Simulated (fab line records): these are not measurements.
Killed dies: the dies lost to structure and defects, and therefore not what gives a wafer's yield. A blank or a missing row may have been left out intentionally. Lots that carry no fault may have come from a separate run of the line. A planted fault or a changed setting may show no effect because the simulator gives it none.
A struck lot beside a sound one	flow sky130	15 out of 708 route steps
Sound: wafers L970.1, L970.4, L970.5. Wafers L987.3, L987.4, L987.5 were the ones struck. The cause is named last.
Each step with rows lists, per side, the tool, then ch with its chambers, then its first start. Under that, the readings that differ: sound wafers	struck wafers	difference of the means	sigmas: that difference in standard deviations of wafers without a fault.
alike: words and numbers the same on both sides, and readings whose means are apart by under 2 such deviations; not compared: readings that were withheld, readings missing a value for some wafer, numbers with overlapping values and no deviation given by the record, and bounds like >300 which may hide the same value.
Wherever a step has rows on one side only, a row that says differs or no value, or a row with sigmas, the two part there. Numbers that don't overlap but have no deviation are shown without sigmas and don't part them. A reading missing from all wafers of one side parts the sides only when that side holds two or more wafers.

SKY_LOCAL_INTERCONNECT_RS_MEAS_01: uses a four-point probe to measure.
  struck on filmMetro-04, day 34 23:12; sound on filmMetro-01, day 29 03:51
  alike: LOCAL_INTERCONNECT_TIN_RS
SKY_LOCAL_INTERCONNECT_THK_MEAS_02: measures by xrf.
  struck on filmMetro-04, day 34 23:18; sound on filmMetro-01, day 29 03:58
  alike: LOCAL_INTERCONNECT_TIN_THK
then, 8 steps without rows for these wafers: SKY_LOCAL_INTERCONNECT_DEHYDRATE_03 (time 60 s); SKY_LOCAL_INTERCONNECT_HMDS_04 (prime time 60 s); SKY_LOCAL_INTERCONNECT_COAT_05 (resist thk 61.05 nm); SKY_LOCAL_INTERCONNECT_COAT_06 (resist thk 450 nm); SKY_LOCAL_INTERCONNECT_SOFTBAKE_07 (time 90 s); SKY_LOCAL_INTERCONNECT_EXPOSE_08 (exposes mask LI1M, target cd 170 nm); SKY_LOCAL_INTERCONNECT_PEB_09; SKY_LOCAL_INTERCONNECT_DEVELOP_10 (develop time 60 s).
SKY_LOCAL_INTERCONNECT_CD_MEAS_11: target cd 170 nm.
  struck on cdSem-02, day 36 01:06; sound on cdSem-02, day 30 08:58
  alike: cdNm
SKY_LOCAL_INTERCONNECT_OVL_MEAS_12:
  struck on overlay-01, day 36 01:11; sound on overlay-01, day 30 09:05
  alike: LOCAL_INTERCONNECT_OVL
SKY_LOCAL_INTERCONNECT_ETCH_13: etches BARC in N2/H2, stops on SiO2, time 45.9 s, target depth 60 nm.
  sound on rieMetal-02 ch 0,1, day 30 09:07; struck on rieMetal-02 ch 0,1, day 36 01:14
reading	sound	struck	difference	sigmas
biasW (W)	100.1 99.6 99.8	93.0 92.6 93.1	-6.9	-20
  alike: drypumpMotorCurrentA, oesProductAu, throttleValvePct
  not compared: rfHoursCounterH
SKY_LOCAL_INTERCONNECT_METAL_ETCH_14: etches TiN in Cl2/BCl3, stops on PSG, target depth 110 nm, time 31.4 s.
  sound on rieMetal-02 ch 0,1, day 30 09:11; struck on rieMetal-02 ch 0,1, day 36 01:18
  alike: biasW, drypumpMotorCurrentA, oesProductAu, throttleValvePct
  not compared: rfHoursCounterH
-- here the record skips 14 days between the struck wafers' starts before and after, leaving off in module LOCAL_INTERCONNECT and picking up in module PAD_OPEN (first step shown: number 708 of the route) --
SKY_PAD_OPEN_PROBE_99:
  struck on prober-02, day 49 22:53; sound on prober-02, day 45 19:49
  alike: killed_at_M0_to_M3, killed_at_M4_up, killedAtContacts, killedAtFrontEnd, killedAtOther, killedDies, killedOpen, killedShort

== WHERE THEY PART ==
Within this record, at SKY_LOCAL_INTERCONNECT_ETCH_13 only. Later steps at which nothing parts them and some readings are alike: SKY_LOCAL_INTERCONNECT_METAL_ETCH_14, SKY_PAD_OPEN_PROBE_99.

WHY: what the simulator had put in
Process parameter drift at SKY_LOCAL_INTERCONNECT_ETCH_13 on rieMetal-02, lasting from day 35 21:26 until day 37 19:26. Setting biasW, moved by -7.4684, from 100. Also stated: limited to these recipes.
